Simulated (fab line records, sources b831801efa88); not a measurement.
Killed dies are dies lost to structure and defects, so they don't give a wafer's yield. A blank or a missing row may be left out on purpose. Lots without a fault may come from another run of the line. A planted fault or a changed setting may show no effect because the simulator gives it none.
fab line records | flow sky130
record lots=14 wafers=40 last_day=51
route steps=708 shown FIELD_ISO@17 VIA1@471
lots that met no fault: from a run of the same line without faults
start_h: hours from the record's first day to the start of the lot's first wafer shown | wait_h: hours since the lot's step before | " the same as in the row above | L1.1+2: a row that stands for several wafers | - no value, or no start given | * or withheld: withheld | < > ~ a bound
route shown NAME@n: a module of which the file shows steps, and the number in the route of the first | usual: mean/standard deviation of fault-free wafers | same: alike in all rows | chamber/n: place in a boat | sites: the reading at each site | _std_site: their standard deviation | _edge_site: outer sites' mean less inner sites' | radius_mm: how far each site lies from the wafer's centre | mask NAME#n: copy n | behind: the tool/chamber that last shaped the wafer | hold: why the lot was held/for how many hours/how that ended | device: the transistor (n, p or np) that didn't switch | end of line: the same wafers' tests at the end of the route | a step without rows: its recipe alone | killed: dies lost to structure and defects at the first sort, not the wafer's yield | map: a wafer's dies, x killed, . not, _ none there
set.NAME: the setting as run; set.NAME@STEP: as run at that earlier step | model.NAME: the simulator's own value behind a step, which no gauge read
steps of the route over a sample of lots; a table a step, a row a wafer
services: from which hour (start_h, from the record's first day; less than 0 if before it) a tool's chamber was out of use, for how many hours, and why
## steps
# step SKY_FIELD_ISO_STRIP_16
# recipe chemistry=O2/N2 power_w=1400 pressure_mtorr=1500 platen_temp_c=withheld o2_flow_sccm=3000 n2_flow_sccm=300 overash_fraction=0.5
# usual drypump_motor_current_A=5.5/0.47 n2_flow_sccm=300.0/0.83 o2_flow_sccm=3000/8.4 oes_product_au=0.377/0.0055 strip_time_to_endpoint_s=3.54/0.052
# columns lot.wafer tool chamber start_h wait_h drypump_motor_current_A n2_flow_sccm o2_flow_sccm oes_product_au rf_hours_counter_h strip_time_to_endpoint_s
L800.3 plasma_asher-04 0 29.90 0.1 5.2 299.7 2995 0.379 - 3.58
L800.4 " 1 " " 5.1 299.9 3018 0.366 - 3.50
L800.6 " 1 " " 5.1 299.9 3009 0.375 - 3.51
L801.1 plasma_asher-04 0 33.52 0.0 5.2 300.5 2996 0.376 36 3.54
L801.4 " 1 " " 5.1 301.3 2992 0.378 - 3.58
L801.5 " 1 " " 5.1 301.0 2999 0.380 - 3.53
L802.1 plasma_asher-01 1 39.11 0.0 6.2 301.4 3004 0.366 35 3.48
L802.3 " 1 " " 6.2 301.2 3021 0.376 - 3.58
L802.5 " 1 " " 6.2 299.6 3013 0.376 - 3.53
L803.1 plasma_asher-04 0 44.17 0.0 5.3 299.3 2998 0.380 37 3.54
L803.2 " 1 " " 5.1 298.2 3001 0.389 37 3.60
L803.5 " 1 " " 5.1 301.2 2997 0.386 - 3.59
L804.1 plasma_asher-02 0 52.76 0.0 6.3 300.7 2995 0.388 36 3.61
L804.3 " 0 " " 6.2 301.4 2995 0.387 - 3.55
L804.5 " 1 " " 5.1 300.7 2986 0.372 - 3.53
L806.2 plasma_asher-01 1 59.81 0.0 6.2 300.7 2988 0.384 37 3.67
L806.4 " 0 " " 5.3 298.4 3000 0.382 - 3.57
L808.2 plasma_asher-02 1 72.47 0.0 5.1 299.5 3003 0.377 38 3.50
L808.4 " 0 " " 6.2 302.8 2991 0.383 - 3.55
L817.3 plasma_asher-02 0 118.36 0.1 6.2 299.9 2996 0.373 - 3.47
L817.4 " 1 " " 5.1 298.8 3003 0.382 - 3.48
L817.6 " 0 " " 6.2 300.5 2982 0.375 - 3.51
L818.2 plasma_asher-04 1 122.22 0.0 5.1 299.5 3011 0.378 45 3.55
L818.4 " 1 " " 5.1 300.5 2998 0.386 - 3.54
L818.5 " 1 " " 5.1 300.1 3002 0.376 - 3.55
L819.1 plasma_asher-01 1 127.81 0.0 6.1 300.2 3014 0.372 1 3.46
L819.3 " 1 " " 6.1 298.6 2997 0.376 - 3.61
L819.4 " 0 " " 5.3 300.1 3003 0.377 - 3.60
L820.1 plasma_asher-02 0 132.62 0.0 6.2 301.1 3014 0.363 44 3.41
L820.3 " 0 " " 6.2 301.7 3001 0.376 - 3.55
L820.6 " 1 " " 5.1 300.6 3006 0.375 - 3.45
L821.2 plasma_asher-01 1 138.47 0.0 6.2 300.0 2990 0.367 2 3.50
L821.4 " 0 " " 5.3 299.0 3014 0.371 - 3.47
L821.5 " 1 " " 6.2 300.5 3002 0.372 - 3.50
L822.2 plasma_asher-04 0 144.51 0.0 5.3 299.2 3012 0.369 47 3.53
L822.4 " 1 " " 5.1 299.9 2996 0.375 - 3.51
L822.5 " 1 " " 5.1 300.0 2999 0.383 - 3.67
L823.1 plasma_asher-02 1 151.02 0.0 5.1 299.4 2995 0.378 46 3.61
L823.3 " 0 " " 6.2 299.8 3003 0.372 - 3.47
L823.6 " 0 " " 6.3 299.1 2994 0.386 - 3.61
# step SKY_VIA1_OVL_MEAS_13
# usual VIA1_OVL=-2/5.8
# columns lot.wafer tool chamber start_h wait_h VIA1_OVL[nm]
L800.3 overlay-02 - 791.62 0.1 -3
L800.4 " - " " -3
L800.6 " - " " -6
L801.1 overlay-02 - 794.96 0.1 -2
L801.4 " - " " 0
L801.5 " - " " -2
L802.1 overlay-02 - 802.61 0.1 -12
L802.3 " - " " -12
L802.5 " - " " -14
L803.1 overlay-01 - 813.01 0.1 1
L803.2 " - " " 9
L803.5 " - " " -2
L804.1 overlay-02 - 821.26 0.1 0
L804.3 " - " " -7
L804.5 " - " " 0
L806.2 overlay-02 - 836.73 0.1 2
L806.4 " - " " -2
L808.2 overlay-01 - 855.96 0.1 2
L808.4 " - " " -1
L817.3 overlay-02 - 914.22 0.1 -5
L817.4 " - " " -5
L817.6 " - " " -4
L818.2 overlay-02 - 923.96 0.1 -1
L818.4 " - " " -3
L818.5 " - " " -6
L819.1 overlay-02 - 930.47 0.1 -6
L819.3 " - " " -2
L819.4 " - " " 1
L820.1 overlay-02 - 935.62 0.1 5
L820.3 " - " " 0
L820.6 " - " " -1
L821.2 overlay-02 - 948.08 0.1 13
L821.4 " - " " 11
L821.5 " - " " 6
L822.2 overlay-01 - 950.43 0.1 3
L822.4 " - " " -7
L822.5 " - " " -5
L823.1 overlay-01 - 984.21 0.1 -1
L823.3 " - " " 1
L823.6 " - " " 6
# step SKY_VIA1_ETCH_14
# recipe chemistry=N2/H2 target=BARC ion_energy_ev=200 source_w=500 bias_w=100 pressure_mtorr=30 n2_flow_sccm=100 h2_flow_sccm=200 stop_on=SiO2 time_s=45.9 target_depth_a=600
# usual drypump_motor_current_A=5.8/0.49 n2_flow_sccm=100.01/0.27 oes_product_au=0.854/0.0045 run_length_s=74.2/0.48 throttle_valve_pct=13.224/0.0098
# columns lot.wafer tool chamber start_h wait_h drypump_motor_current_A n2_flow_sccm oes_product_au rf_hours_counter_h run_length_s throttle_valve_pct
L800.3 rie_diel-04 0 791.64 0.0 5.3 99.75 0.854 13 73.9 13.227
L800.4 " 3 " " 5.7 99.94 0.860 6 74.0 13.228
L800.6 " 1 " " 4.9 99.83 0.849 - 75.6 13.229
L801.1 rie_diel-04 2 794.99 0.0 5.4 99.89 0.848 16 74.4 13.215
L801.4 " 0 " " 5.3 100.13 0.855 13 74.3 13.232
L801.5 " 0 " " 5.3 100.08 0.849 - 73.6 13.239
L802.1 rie_diel-02 1 802.64 0.0 6.2 99.88 0.848 3 74.0 13.230
L802.3 " 2 " " 5.4 100.17 0.845 1 74.3 13.230
L802.5 " 0 " " 6.1 99.82 0.855 - 75.0 13.234
L803.1 rie_diel-02 3 813.04 0.0 6.4 99.79 0.860 1 74.1 13.231
L803.2 " 2 " " 5.4 99.75 0.846 2 74.6 13.219
L803.5 " 2 " " 5.4 99.56 0.849 - 74.1 13.236
L804.1 rie_diel-02 0 821.29 0.0 6.1 100.10 0.856 4 75.6 13.212
L804.3 " 2 " " 5.4 100.26 0.855 2 74.4 13.233
L804.5 " 0 " " 6.1 99.87 0.863 - 74.9 13.220
L806.2 rie_diel-02 2 836.76 0.0 5.4 99.92 0.849 2 73.9 13.213
L806.4 " 0 " " 6.1 100.03 0.995 4 66.7 13.222
L808.2 rie_diel-02 0 855.99 0.0 6.1 99.77 0.849 5 74.8 13.227
L808.4 " 1 " " 6.2 100.10 0.983 4 65.9 13.237
L817.3 rie_diel-04 1 914.24 0.0 5.0 100.02 0.860 18 74.7 13.229
L817.4 " 0 " " 5.3 100.23 0.862 17 73.7 13.224
L817.6 " 3 " " 5.7 100.40 0.856 - 74.6 13.208
L818.2 rie_diel-02 1 923.99 0.0 6.2 100.19 0.859 6 73.7 13.204
L818.4 " 3 " " 6.4 99.56 0.847 4 73.7 13.234
L818.5 " 0 " " 6.1 100.42 0.856 - 75.4 13.218
L819.1 rie_diel-02 1 930.51 0.0 6.2 100.12 0.857 6 73.6 13.218
L819.3 " 2 " " 5.4 100.05 0.848 5 74.2 13.236
L819.4 " 3 " " 6.4 99.96 0.859 4 73.9 13.222
L820.1 rie_diel-02 2 935.66 0.0 5.4 99.55 0.843 5 74.3 13.225
L820.3 " 0 " " 6.1 99.67 0.852 7 75.5 13.234
L820.6 " 1 " " 6.2 100.05 0.856 - 73.7 13.216
L821.2 rie_diel-02 1 948.11 0.0 6.2 99.75 0.847 7 73.6 13.234
L821.4 " 3 " " 6.4 99.79 0.848 5 73.9 13.216
L821.5 " 2 " " 5.3 100.03 0.860 - 74.2 13.241
L822.2 rie_diel-04 1 950.46 0.0 4.9 100.26 0.855 19 75.3 13.228
L822.4 " 0 " " 5.4 100.07 0.856 18 73.8 13.235
L822.5 " 3 " " 5.6 100.18 0.856 - 74.4 13.207
L823.1 rie_diel-02 1 984.24 0.0 6.3 100.25 0.858 8 73.8 13.214
L823.3 " 3 " " 6.4 100.28 0.865 5 74.6 13.229
L823.6 " 2 " " 5.4 99.81 0.856 - 74.4 13.218
# step SKY_VIA1_STRIP_16
# recipe chemistry=O2/N2 power_w=1400 pressure_mtorr=1500 platen_temp_c=withheld o2_flow_sccm=3000 n2_flow_sccm=300 overash_fraction=0.5
# usual drypump_motor_current_A=5.7/0.4 n2_flow_sccm=299.9/0.79 o2_flow_sccm=3000/8.2 oes_product_au=0.415/0.0046 strip_time_to_endpoint_s=4.442/0.024
# columns lot.wafer tool chamber start_h wait_h drypump_motor_current_A n2_flow_sccm o2_flow_sccm oes_product_au rf_hours_counter_h strip_time_to_endpoint_s
L800.3 plasma_asher-01 0 791.77 0.1 5.3 300.5 3018 0.412 - 4.413
L800.4 " 1 " " 6.2 301.4 3004 0.410 - 4.415
L800.6 " 1 " " 6.2 300.0 2995 0.424 - 4.379
L801.1 plasma_asher-03 0 795.08 0.0 5.7 299.7 3005 0.419 99 4.487
L801.4 " 0 " " 5.7 300.2 2999 0.410 - 4.425
L801.5 " 1 " " 5.6 300.8 2994 0.416 - 4.420
L802.1 plasma_asher-02 1 802.73 0.0 5.1 300.4 2995 0.410 6 4.430
L802.3 " 0 " " 6.3 301.1 2999 0.413 - 4.446
L802.5 " 0 " " 6.3 302.0 3000 0.414 - 4.456
L803.1 plasma_asher-01 1 813.13 0.0 6.2 300.7 3002 0.408 69 4.453
L803.2 " 0 " " 5.3 299.5 3003 0.420 69 4.476
L803.5 " 0 " " 5.3 300.4 3002 0.420 - 4.491
L804.1 plasma_asher-01 0 821.38 0.0 5.3 300.7 2999 0.418 71 4.472
L804.3 " 0 " " 5.3 301.0 2997 0.417 - 4.464
L804.5 " 0 " " 5.3 299.1 2978 0.421 - 4.444
L806.2 plasma_asher-01 1 836.85 0.0 6.1 298.8 2998 0.416 72 4.432
L806.4 " 0 " " 5.3 299.8 3008 0.416 - 4.527
L808.2 plasma_asher-02 1 856.08 0.0 5.1 299.8 2999 0.411 12 4.444
L808.4 " 1 " " 5.1 299.6 2994 0.411 - 4.518
L817.3 plasma_asher-02 1 914.36 0.1 5.1 299.8 2992 0.413 - 4.402
L817.4 " 0 " " 6.3 298.2 3005 0.415 - 4.444
L817.6 " 0 " " 6.3 299.2 2996 0.416 - 4.435
L818.2 plasma_asher-02 1 924.08 0.0 5.1 299.5 3004 0.411 18 4.428
L818.4 " 1 " " 5.1 300.2 3007 0.415 - 4.401
L818.5 " 1 " " 5.1 301.1 2995 0.418 - 4.453
L819.1 plasma_asher-01 0 930.60 0.0 5.3 299.2 2987 0.414 82 4.463
L819.3 " 1 " " 6.2 299.1 2992 0.412 - 4.459
L819.4 " 0 " " 5.3 300.2 2994 0.421 - 4.448
L820.1 plasma_asher-03 1 935.75 0.0 5.6 299.3 2991 0.422 111 4.439
L820.3 " 0 " " 5.7 298.3 2981 0.406 - 4.431
L820.6 " 0 " " 5.7 298.4 2989 0.407 - 4.430
L821.2 plasma_asher-01 0 948.20 0.0 5.3 300.5 2994 0.411 84 4.452
L821.4 " 1 " " 6.1 300.2 3006 0.414 - 4.404
L821.5 " 0 " " 5.3 300.1 2998 0.417 - 4.445
L822.2 plasma_asher-02 0 950.55 0.0 6.3 299.6 3004 0.409 21 4.398
L822.4 " 1 " " 5.1 299.5 3023 0.420 - 4.443
L822.5 " 0 " " 6.3 298.9 2998 0.418 - 4.412
L823.1 plasma_asher-03 0 984.33 0.0 5.7 300.0 3002 0.418 115 4.463
L823.3 " 0 " " 5.7 299.0 3010 0.416 - 4.445
L823.6 " 0 " " 5.7 299.0 2998 0.417 - 4.455
## services
# columns tool chamber start_h hours kind
plasma_asher-02 - 31.35 2.5 repair
rie_diel-02 2 52.27 2.5 repair
rie_diel-02 0 80.75 4.8 repair
plasma_asher-01 - 108.75 9.0 pm
rie_diel-02 1 136.41 6.3 repair
plasma_asher-02 - 161.01 2.5 repair
plasma_asher-02 - 177.02 0.9 repair
rie_diel-02 - 180.55 14.6 pm
rie_diel-02 0 200.58 2.4 repair
plasma_asher-02 - 298.87 1.3 repair
rie_diel-02 3 324.05 15.9 repair
rie_diel-02 2 351.52 1.4 repair
plasma_asher-02 - 389.29 1.5 repair
plasma_asher-02 - 437.96 3.0 pm
plasma_asher-02 - 444.37 4.4 repair
plasma_asher-02 - 469.78 2.8 pm
plasma_asher-02 - 489.08 8.1 repair
plasma_asher-01 - 562.07 1.5 repair
plasma_asher-02 - 618.76 0.7 repair
rie_diel-02 0 620.46 4.4 repair
plasma_asher-01 - 636.05 6.1 repair
rie_diel-02 1 653.04 5.7 repair
plasma_asher-01 - 694.85 2.8 pm
rie_diel-02 2 701.54 5.8 repair
## key
first_sign step=SKY_VIA1_ETCH_14 reading=oes_product_au direction=up sigmas=30 usual=0.854 struck=0.989
effect step=SKY_VIA1_ETCH_14 reading=run_length_s direction=down sigmas=17 usual=* struck=*
effect step=SKY_VIA1_STRIP_16 reading=strip_time_to_endpoint_s direction=up sigmas=3.3 usual=* struck=*
met_at SKY_VIA1_ETCH_14
struck_lots L806,L808
struck_wafers L806.4,L808.4
sort_left_out L806.4,L808.4
not_acting_at SKY_FIELD_ISO_STRIP_16,SKY_VIA1_OVL_MEAS_13
onset_between 821.29 836.76
fault kind=process_parameter_drift tool=rie_diel-02 chamber=- onset_h=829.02 steps=SKY_VIA1_ETCH_14 channel=time_s offset=* shape=step end_h=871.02 scope=struck_wafers_only acts_in=* stated=*
# sort_left_out: the simulated sort isn't trusted on such a fault, so these wafers' sort isn't shown, and their yield isn't known
